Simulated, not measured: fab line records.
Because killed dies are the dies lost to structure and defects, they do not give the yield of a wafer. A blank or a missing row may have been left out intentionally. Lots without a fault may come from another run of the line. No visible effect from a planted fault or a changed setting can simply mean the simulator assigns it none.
fab line records	flow sky130
record lots=4	wafers=12	lastDay=49
route steps=708 shown LI_CONTACT@376 LOCAL_INTERCONNECT@387 PAD_OPEN@708
lots untouched by any fault: they come from a run of this same line in which no faults occurred
startH: the number of hours between the record's first day and the start of the first shown wafer of the lot	waitH: how many hours have passed since the lot's step before this one	" unchanged from the row above	L1.1+2: a row that stands for several wafers	- no value present, or no start provided	* or withheld: withheld	< > ~ a bound
route shown NAME@n: a module of which the file shows steps, and the number in the route of the first	usual: the fault-free wafers' mean and standard deviation	same: alike in all rows	chamber/n: place in a boat	sites: readings site by site	_std_site: the standard deviation of these	_edge_site: outer sites' mean less inner sites'	radiusMm: for every site, how far away it sits from the centre of the wafer	mask NAME#n: copy n	behind: the last tool/chamber to shape the wafer	hold: cause of the lot's hold/its duration in hours/its outcome	device: whichever transistor did not switch (one of n, p or np)	end of line: the same wafers' tests at the end of the route	where a step has no rows: the recipe by itself	killed: dies that structure and defects cost at the first sort, which is not the same as the wafer's yield	map: shows each die of a wafer: x if killed, . if not, _ if none is there
set.NAME: the setting that was run; set.NAME@STEP: the one run at that earlier step	model.NAME: the simulator's own value behind a step, which no gauge read
a table for each step, a row for each wafer; lots at some steps of the route
services: the hour from which a tool's chamber was out of use, counted from the record's first day as startH (under 0 if before that day), plus the number of hours and why
## steps
# step SKY_LI_CONTACT_ETCH_14
# recipe chemistry=N2/H2	target=BARC	ionEnergyEv=200	sourceW=500	biasW=100	pressureMtorr=30	n2FlowSccm=100	h2FlowSccm=200	stopOn=SiO2	timeS=45.9	targetDepthA=600
# step SKY_LI_CONTACT_ETCH_15
# recipe target=PSG	chemistry=C4F8/O2/Ar	stopOn=Si	taperDeg=4.15	maskMaterial=KrF-thick	sourceW=1500	biasW=1200	pressureMtorr=40	c4f8FlowSccm=withheld	O2_flow_sccm=6	Ar_flow_sccm=300	timeS=withheld	targetDepthA=6000
# step SKY_LI_CONTACT_STRIP_16
# recipe chemistry=O2/N2	powerW=1400	pressureMtorr=1500	platenTempC=withheld	o2FlowSccm=3000	n2FlowSccm=300	overashFraction=0.5
# step SKY_LI_CONTACT_CLEAN_17
# recipe chemistry=NMP	timeS=600	tempC=60	dry=n2Spin
# step SKY_LI_CONTACT_PRE_CLEAN_18
# recipe gas=Ar	timeS=5.6	biasV=358
# step SKY_LI_CONTACT_SPUTTER_19
# recipe material=Ti	targetThkNm=20	chamberPressurePa=5	powerW=2500	substrateTempC=200	timeS=106.37
# step SKY_LI_CONTACT_SPUTTER_20
# recipe material=TiN	targetThkNm=20	chamberPressurePa=5	powerW=4000	timeS=80
# step SKY_LI_CONTACT_CVD_21
# recipe material=W	targetThkNm=400	timeS=120.56	tempC=400	pressureTorr=40
# step SKY_LI_CONTACT_CMP_24
# recipe stopOn=PSG	tOverpolishS=20	downForcePsi=3.5	platenRpm=60	targetThkNm=0	padVelocityMS=0.94248
# step SKY_LOCAL_INTERCONNECT_SPUTTER_00
# recipe material=TiN	targetThkNm=100	tempC=300	powerW=6500	timeS=83.3	chamberPressurePa=0.4
# usual throttleValvePct=30.9/1.3
lot.wafer	tool	chamber	startH	waitH	throttleValvePct	model.TiN_of_LOCAL_INTERCONNECT_SPUTTER_00.thkNm
L829.1	pvdSputter-03	-	663.81	0.1	29.6	100.6
L829.3	"	-	"	"	30.5	99.5
L829.5	"	-	"	"	30.4	99.34
L840.1	pvdSputter-03	-	769.95	0.1	30.7	99.93
L840.2	"	-	"	"	29.4	100.8
L840.3	"	-	"	"	32.8	186.8
L843.1	pvdSputter-03	-	785.46	0.2	32.2	99.53
L843.2	"	-	"	"	32.7	187.1
L843.4	"	-	"	"	29.5	99.94
L847.2	pvdSputter-04	-	827.71	0.1	29.6	103.2
L847.4	"	-	"	"	30.3	102.2
L847.5	"	-	"	"	30.2	101.4
# step SKY_LOCAL_INTERCONNECT_RS_MEAS_01
# recipe thkMeasGauge=four-point-probe	reads=TiN_of_LOCAL_INTERCONNECT_SPUTTER_00
# usual LOCAL_INTERCONNECT_TIN_RS=14.11/0.18
lot.wafer	tool	chamber	startH	waitH	hold	LOCAL_INTERCONNECT_TIN_RS[ohm/sq]
L829.1	filmMetro-01	-	663.88	0.0	-	14.02
L829.3	"	-	"	"	-	14.23
L829.5	"	-	"	"	-	14.24
L840.1	filmMetro-01	-	770.02	0.0	awaitDispo/0.2h/release	14.16
L840.2	"	-	"	"	awaitDispo/0.2h/release	14.05
L840.3	"	-	"	"	awaitDispo/0.2h/release	7.41
L840.1	filmMetro-01	-	770.30	0.3	-	14.16
L840.2	"	-	"	"	-	14.00
L840.3	"	-	"	"	-	7.41
L843.1	filmMetro-01	-	785.52	0.0	awaitDispo/0.2h/release	14.23
L843.2	"	-	"	"	awaitDispo/0.2h/release	7.40
L843.4	"	-	"	"	awaitDispo/0.2h/release	14.15
L843.1	filmMetro-01	-	785.81	0.3	-	14.19
L843.2	"	-	"	"	-	7.40
L843.4	"	-	"	"	-	14.15
L847.2	filmMetro-04	-	827.80	0.1	-	13.67
L847.4	"	-	"	"	-	13.84
L847.5	"	-	"	"	-	13.95
# step SKY_LOCAL_INTERCONNECT_THK_MEAS_02
# recipe thkMeasGauge=xrf	reads=TiN_of_LOCAL_INTERCONNECT_SPUTTER_00
# usual LOCAL_INTERCONNECT_TIN_THK=101.3/1.2
lot.wafer	tool	chamber	startH	waitH	hold	LOCAL_INTERCONNECT_TIN_THK[nm]
L829.1	filmMetro-01	-	664.00	0.1	-	101.8
L829.3	"	-	"	"	-	100.6
L829.5	"	-	"	"	-	100.4
L840.1	filmMetro-01	-	782.33	12.0	awaitDispo/0.2h/release	101.8
L840.2	"	-	"	"	awaitDispo/0.2h/release	102.3
L840.3	"	-	"	"	awaitDispo/0.2h/release	189.4
L840.1	filmMetro-01	-	782.56	0.2	-	101.1
L840.2	"	-	"	"	-	102.1
L840.3	"	-	"	"	-	188.7
L843.1	filmMetro-01	-	789.34	3.5	awaitDispo/0.2h/release	100.3
L843.2	"	-	"	"	awaitDispo/0.2h/release	189.4
L843.4	"	-	"	"	awaitDispo/0.2h/release	101.0
L843.1	filmMetro-01	-	789.56	0.2	-	100.8
L843.2	"	-	"	"	-	190.0
L843.4	"	-	"	"	-	100.8
L847.2	filmMetro-04	-	827.91	0.1	-	104.6
L847.4	"	-	"	"	-	103.5
L847.5	"	-	"	"	-	102.3
# step SKY_LOCAL_INTERCONNECT_HMDS_04
# recipe primeTimeS=60	primeTempC=120
# step SKY_LOCAL_INTERCONNECT_COAT_05
# recipe resist=BARC	tempC=withheld	timeS=withheld	spinRpm=3000	resistThkNm=60
# step SKY_LOCAL_INTERCONNECT_COAT_06
# recipe resist=KrF-thick	spinRpm=3000	resistThkNm=450
# step SKY_LOCAL_INTERCONNECT_SOFTBAKE_07
# recipe tempC=100	timeS=90	resist=KrF-thick
# step SKY_LOCAL_INTERCONNECT_EXPOSE_08
# recipe maskId=LI1M	na=0.8	sourceShape=annular	sigmaInner=0.55	sigmaOuter=0.85	targetCdNm=170	doseMj=28
# step SKY_LOCAL_INTERCONNECT_PEB_09
# recipe pebTempC=withheld	pebTimeS=withheld	resist=KrF-thick
# step SKY_LOCAL_INTERCONNECT_DEVELOP_10
# recipe developTimeS=60	resist=KrF-thick	devTempC=21
# step SKY_LOCAL_INTERCONNECT_ETCH_13
# recipe chemistry=N2/H2	target=BARC	ionEnergyEv=200	biasW=100	pressureMtorr=30	n2FlowSccm=100	h2FlowSccm=200	icpW=500	stopOn=SiO2	timeS=45.9	targetDepthA=600
# step SKY_LOCAL_INTERCONNECT_METAL_ETCH_14
# recipe targetDepthNm=110	stopOn=PSG	chemistry=Cl2/BCl3	target=TiN	resistSidewallDeg=88	pressureMtorr=10	icpW=900	biasW=48.5	Cl2_flow_sccm=60	bcl3FlowSccm=30	timeS=31.4
# usual bcl3FlowSccm=29.99/0.092	drypumpMotorCurrentA=6.0/0.58	oesProductAu=0.943/0.0083	throttleValvePct=21.900/0.011
lot.wafer	tool	chamber	startH	waitH	bcl3FlowSccm	drypumpMotorCurrentA	oesProductAu	rfHoursCounterH	throttleValvePct
L829.1	rieMetal-04	0	692.06	0.0	29.99	6.4	0.946	14.7	21.896
L829.3	"	1	"	"	29.82	5.1	0.936	-	21.916
L829.5	"	1	"	"	29.75	5.1	0.949	-	21.917
L840.1	rieMetal-04	1	795.61	0.0	29.98	5.1	0.940	5.6	21.902
L840.2	"	0	"	"	29.93	6.5	0.944	2.6	21.902
L840.3	"	1	"	"	30.01	5.1	0.989	-	21.879
L843.1	rieMetal-01	1	809.91	0.0	30.07	5.7	0.938	11.3	21.901
L843.2	"	0	"	"	29.96	5.6	1.007	7.0	21.856
L843.4	"	1	"	"	30.09	5.7	0.941	-	21.904
L847.2	rieMetal-01	1	852.75	0.0	30.03	5.7	0.952	13.4	21.905
L847.4	"	0	"	"	29.80	5.6	0.958	-	21.881
L847.5	"	1	"	"	29.98	5.7	0.946	-	21.913
# step SKY_LOCAL_INTERCONNECT_STRIP_15
# recipe chemistry=O2/N2	powerW=1400	pressureMtorr=1500	platenTempC=withheld	o2FlowSccm=3000	n2FlowSccm=300	overashFraction=0.5
# step SKY_LOCAL_INTERCONNECT_STRIP_16
# recipe chemistry=postEtchResidueRemover	timeS=1200	tempC=72.5
lot.wafer	tool	chamber	startH	waitH	model.TiN_of_LOCAL_INTERCONNECT_SPUTTER_00.thkNm
L829.1	wetBench-02	3	692.21	0.1	100.2
L829.3	"	3	"	"	99.08
L829.5	"	3	"	"	98.92
L840.1	wetBench-01	0	795.76	0.1	99.51
L840.2	"	0	"	"	100.4
L840.3	"	0	"	"	186.4
L843.1	wetBench-01	3	810.06	0.1	99.11
L843.2	"	3	"	"	186.7
L843.4	"	3	"	"	99.52
L847.2	wetBench-04	2	852.91	0.1	102.8
L847.4	"	2	"	"	101.8
L847.5	"	2	"	"	101
# step SKY_LOCAL_INTERCONNECT_CLEAN_17
# recipe chemistry=IPA	timeS=180	tempC=25
# step SKY_PAD_OPEN_PROBE_99
# usual killed_at_M0_to_M3=44/6.5	killed_at_M4_up=3.3/1.9	killedAtContacts=23/4.7	killedAtFrontEnd=15/4.5	killedAtOther=0.2/0.52	killedDies=86/8.9	killedOnRim=17/3.7	killedOpen=47/6.8	killedShort=39/6.1
# same grossDies=492	killedAtBackSide=0
lot.wafer	tool	chamber	startH	waitH	hold	killed_at_M0_to_M3	killed_at_M4_up	killedAtContacts	killedAtFrontEnd	killedAtOther	killedDies	killedOnRim	killedOpen	killedShort
L829.1	prober-01	-	1057.63	0.1	-	52	5	14	24	0	95	20	45	50
L829.3	prober-01	-	1057.73	0.2	-	50	1	25	10	1	87	16	38	49
L829.5	prober-01	-	1057.83	0.2	-	51	6	20	23	0	100	19	43	57
L840.1	prober-02	-	1136.31	0.1	awaitDispo/3.0h/release	40	2	20	16	0	78	18	42	36
L840.2	prober-02	-	1136.36	0.1	awaitDispo/3.0h/release	45	4	20	15	2	86	21	47	39
L840.3	prober-02	-	1136.41	0.2	awaitDispo/3.0h/release	34	3	433	22	0	492	96	53	36
L843.1	prober-01	-	1144.32	0.1	awaitDispo/2.3h/release	39	2	16	15	1	73	21	48	25
L843.2	prober-01	-	1144.37	0.1	awaitDispo/2.3h/release	44	3	431	14	0	492	96	49	38
L843.4	prober-01	-	1144.47	0.2	awaitDispo/2.3h/release	47	2	24	15	0	88	16	49	39
L847.2	prober-01	-	1180.72	0.2	-	39	6	26	13	1	85	18	44	41
L847.4	prober-01	-	1180.82	0.3	-	52	1	29	21	0	103	21	62	41
L847.5	prober-01	-	1180.87	0.3	-	31	3	28	9	0	71	10	44	27
# killed by level:class
L829.1 VIA1:geometricParticle:open=15 VIA1:geometricParticle:short=10 METAL2:geometricParticle:short=6 POLY_GATE:geometricParticle:short=5 POLY_GATE:geometricParticle:open=5 VIA3:geometricParticle:open=5 LOCAL_INTERCONNECT:geometricParticle:short=5 VIA2:geometricParticle:open=5
L829.3 VIA1:geometricParticle:open=10 LI_CONTACT:geometricParticle:open=8 VIA1:geometricParticle:short=8 VIA2:geometricParticle:short=6 VIA2:geometricParticle:open=6 VIA3:geometricParticle:short=5 LOCAL_INTERCONNECT:geometricParticle:short=5 CONTACT:geometricParticle:short=5
L829.5 FIELD_ISO:geometricParticle:short=10 VIA1:geometricParticle:short=10 VIA1:geometricParticle:open=10 VIA3:geometricParticle:open=8 METAL1:geometricParticle:short=7 CONTACT:geometricParticle:open=7 FIELD_ISO:geometricParticle:open=6 METAL4:geometricParticle:short=6
L840.1 FIELD_ISO:geometricParticle:open=9 VIA1:geometricParticle:open=9 CONTACT:geometricParticle:open=6 METAL1:geometricParticle:short=6 LOCAL_INTERCONNECT:geometricParticle:short=5 VIA1:geometricParticle:short=5 LI_CONTACT:geometricParticle:open=4 VIA2:geometricParticle:open=4
L840.2 VIA1:geometricParticle:open=11 VIA3:geometricParticle:open=10 CONTACT:geometricParticle:short=6 CONTACT:geometricParticle:open=6 FIELD_ISO:geometricParticle:short=5 LI_CONTACT:geometricParticle:open=5 METAL1:geometricParticle:short=5 VIA2:geometricParticle:open=4
L840.3 LOCAL_INTERCONNECT:areaEtch=403 VIA1:geometricParticle:open=12 LI_CONTACT:geometricParticle:open=11 CONTACT:geometricParticle:open=9 SPACER:geometricParticle:open=5 LOCAL_INTERCONNECT:geometricParticle:short=5 FIELD_ISO:geometricParticle:short=4 POLY_GATE:geometricParticle:short=4
L843.1 VIA1:geometricParticle:open=10 LI_CONTACT:geometricParticle:open=8 VIA2:geometricParticle:open=7 VIA3:geometricParticle:open=7 METAL1:geometricParticle:short=5 CONTACT:geometricParticle:open=4 FIELD_ISO:geometricParticle:open=3 FIELD_ISO:geometricParticle:short=3
L843.2 LOCAL_INTERCONNECT:areaEtch=405 VIA2:geometricParticle:open=10 CONTACT:geometricParticle:open=8 VIA3:geometricParticle:open=8 LI_CONTACT:geometricParticle:open=7 VIA1:geometricParticle:open=6 METAL1:geometricParticle:short=6 LOCAL_INTERCONNECT:geometricParticle:short=5
L843.4 VIA3:geometricParticle:open=9 VIA2:geometricParticle:open=9 CONTACT:geometricParticle:open=7 METAL1:geometricParticle:short=7 METAL2:geometricParticle:short=7 LOCAL_INTERCONNECT:geometricParticle:short=6 LI_CONTACT:geometricParticle:open=6 VIA1:geometricParticle:open=5
L847.2 VIA1:geometricParticle:open=10 CONTACT:geometricParticle:open=9 METAL1:geometricParticle:short=8 LI_CONTACT:geometricParticle:open=6 VIA2:geometricParticle:open=6 CONTACT:geometricParticle:short=5 LI_CONTACT:geometricParticle:short=4 VIA2:geometricParticle:short=4
L847.4 VIA1:geometricParticle:open=13 VIA3:geometricParticle:open=9 LI_CONTACT:geometricParticle:open=8 CONTACT:geometricParticle:open=8 VIA2:geometricParticle:open=8 CONTACT:geometricParticle:short=7 FIELD_ISO:geometricParticle:short=6 FIELD_ISO:geometricParticle:open=5
L847.5 VIA1:geometricParticle:open=13 CONTACT:geometricParticle:open=10 CONTACT:geometricParticle:short=9 LI_CONTACT:geometricParticle:open=6 VIA2:geometricParticle:open=5 METAL2:geometricParticle:short=4 VIA3:geometricParticle:open=4 METAL4:geometricParticle:short=3
# map L840.3 (x killed, . not)
__________xxxxxxxxxx_________
________xxxxxxxxxxxxxx_______
______xxxxxxxxxxxxxxxxxx_____
_____xxxxxxxxxxxxxxxxxxxx____
____xxxxxxxxxxxxxxxxxxxxxx___
___xxxxxxxxxxxxxxxxxxxxxxxx__
__xxxxxxxxxxxxxxxxxxxxxxxxxx_
_xxxxxxxxxxxxxxxxxxxxxxxxxxxx
_xxxxxxxxxxxxxxxxxxxxxxxxxxxx
_xxxxxxxxxxxxxxxxxxxxxxxxxxxx
_xxxxxxxxxxxxxxxxxxxxxxxxxxxx
_xxxxxxxxxxxxxxxxxxxxxxxxxxxx
_xxxxxxxxxxxxxxxxxxxxxxxxxxxx
_xxxxxxxxxxxxxxxxxxxxxxxxxxxx
_xxxxxxxxxxxxxxxxxxxxxxxxxxxx
__xxxxxxxxxxxxxxxxxxxxxxxxxx_
___xxxxxxxxxxxxxxxxxxxxxxxx__
____xxxxxxxxxxxxxxxxxxxxxx___
_____xxxxxxxxxxxxxxxxxxxx____
______xxxxxxxxxxxxxxxxxx_____
________xxxxxxxxxxxxxx_______
__________xxxxxxxxxx_________
# map L843.2 (x killed, . not)
__________xxxxxxxxxx_________
________xxxxxxxxxxxxxx_______
______xxxxxxxxxxxxxxxxxx_____
_____xxxxxxxxxxxxxxxxxxxx____
____xxxxxxxxxxxxxxxxxxxxxx___
___xxxxxxxxxxxxxxxxxxxxxxxx__
__xxxxxxxxxxxxxxxxxxxxxxxxxx_
_xxxxxxxxxxxxxxxxxxxxxxxxxxxx
_xxxxxxxxxxxxxxxxxxxxxxxxxxxx
_xxxxxxxxxxxxxxxxxxxxxxxxxxxx
_xxxxxxxxxxxxxxxxxxxxxxxxxxxx
_xxxxxxxxxxxxxxxxxxxxxxxxxxxx
_xxxxxxxxxxxxxxxxxxxxxxxxxxxx
_xxxxxxxxxxxxxxxxxxxxxxxxxxxx
_xxxxxxxxxxxxxxxxxxxxxxxxxxxx
__xxxxxxxxxxxxxxxxxxxxxxxxxx_
___xxxxxxxxxxxxxxxxxxxxxxxx__
____xxxxxxxxxxxxxxxxxxxxxx___
_____xxxxxxxxxxxxxxxxxxxx____
______xxxxxxxxxxxxxxxxxx_____
________xxxxxxxxxxxxxx_______
__________xxxxxxxxxx_________
## services
tool	chamber	startH	hours	kind
pvdSputter-04	-	642.62	5.2	repair
pvdSputter-03	-	671.76	2.5	repair
rieMetal-04	-	689.62	1.4	pm
rieMetal-04	0	693.55	-	clean
rieMetal-04	0	693.55	25.9	scheduledDown
rieMetal-04	0	693.55	25.9	ventCycle
pvdSputter-04	-	703.81	2.1	repair
pvdSputter-03	1	704.16	-	consumableReplace:kit
pvdSputter-03	1	704.16	18.0	scheduledDown
pvdSputter-03	1	704.16	18.0	ventCycle
rieMetal-01	-	727.97	2.8	pm
pvdSputter-03	-	776.29	1.1	repair
rieMetal-04	-	796.49	1.1	repair
pvdSputter-03	-	801.65	2.0	repair
rieMetal-04	0	803.90	6.0	repair
pvdSputter-04	-	817.15	10.1	repair
## key
firstSign step=SKY_LOCAL_INTERCONNECT_RS_MEAS_01	reading=visit	direction=added
effect step=SKY_LOCAL_INTERCONNECT_RS_MEAS_01	reading=LOCAL_INTERCONNECT_TIN_RS	direction=down	sigmas=37	usual=14.11	struck=7.41
effect step=SKY_LOCAL_INTERCONNECT_THK_MEAS_02	reading=visit	direction=added
effect step=SKY_LOCAL_INTERCONNECT_THK_MEAS_02	reading=LOCAL_INTERCONNECT_TIN_THK	direction=up	sigmas=71	usual=101.3	struck=189.4
effect step=SKY_LOCAL_INTERCONNECT_METAL_ETCH_14	reading=oesProductAu	direction=up	sigmas=6.7	usual=0.943	struck=0.998
effect step=SKY_PAD_OPEN_PROBE_99	reading=killedAtContacts	direction=up	sigmas=86	usual=23	struck=432
modelEffect step=SKY_LOCAL_INTERCONNECT_SPUTTER_00	value=TiN_of_LOCAL_INTERCONNECT_SPUTTER_00.thkNm	without=100.9	struck=187
modelEffect step=SKY_LOCAL_INTERCONNECT_STRIP_16	value=TiN_of_LOCAL_INTERCONNECT_SPUTTER_00.thkNm	without=100.5	struck=186.5
moreKillsBornAt SKY_LOCAL_INTERCONNECT_METAL_ETCH_14@rieMetal-01=405	SKY_LOCAL_INTERCONNECT_METAL_ETCH_14@rieMetal-04=403
metAt SKY_LOCAL_INTERCONNECT_SPUTTER_00
struckWafers L840.3,L843.2
laterRowsLeftOut L840.3,L843.2
testerLeftOut L840,L843
fault kind=processParameterDrift	tool=pvdSputter-03	chamber=-	onsetH=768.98	steps=SKY_LOCAL_INTERCONNECT_SPUTTER_00	channel=targetThkNm	offset=86.039	shape=step	endH=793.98	actsIn=theseRecipesOnly	stated=100	scope=struckWafersOnly
# testerLeftOut: of these lots the tester's yield and bins aren't shown, on N5 and GAA mostly nor the transistor test; their killed dies are dies lost to structure and defects alone, not to doping, threshold or leakage, so they don't give the yield
# laterRowsLeftOut: the simulator's readings of these wafers behind a module that went badly wrong aren't trusted and aren't shown, but for the sort
